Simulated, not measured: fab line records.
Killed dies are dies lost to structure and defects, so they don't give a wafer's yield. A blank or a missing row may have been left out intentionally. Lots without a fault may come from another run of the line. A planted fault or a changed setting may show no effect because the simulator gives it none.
Matching of chambers ; flow sky130 ; 4 sister chambers for SKY_VIA4_CMP_02 on cmp-02
The step polishes SiO2. 4 wafers are shown with their chamber, then 8 later ones without.

WAFERS WITH THEIR CHAMBER
wafer;chamber;motor-current-A (A)
L956.3;2;10.8
L956.5;0;13.0
L956.6;3;13.2
L958.1;1;10.4

WAFERS MISSING THEIR CHAMBER
wafer;motor-current-A (A)
L958.4;13.5
L958.5;10.7
L968.1;10.7
L968.2;13.9
L968.4;10.4
L971.2;9.8
L971.4;13.5
L971.5;9.9

THE CHAMBER EACH PASSED THROUGH
wafer;from the rows above;in truth
L958.4;can't be placed: 3 or 0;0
L958.5;can't be placed: 2 or 1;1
L968.1;can't be placed: 2 or 1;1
L968.2;can't be placed: 3 or 0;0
L968.4;can't be placed: 1 or 2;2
L971.2;can't be placed: 1 or 2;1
L971.4;can't be placed: 3 or 0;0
L971.5;can't be placed: 1 or 2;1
Placed correctly: 0 of 8. From these rows, 8 cannot be placed; in 8 the true chamber is one of the candidates. Placed wrongly: 0.
How it was worked out, from the rows above alone: a wafer's distance from a chamber is the root of the sum, over the readings, of the square of ((its reading less the chamber's mean) divided by the reading's scatter). If the next closest chamber is less than 2 further off than the closest, the wafer can't be placed; otherwise it belongs to the closest. The mean given for a chamber averages the wafers shown for that chamber. The scatter: root of mean squared gap, hidden wafer to nearest shown wafer, with one shown wafer a chamber.
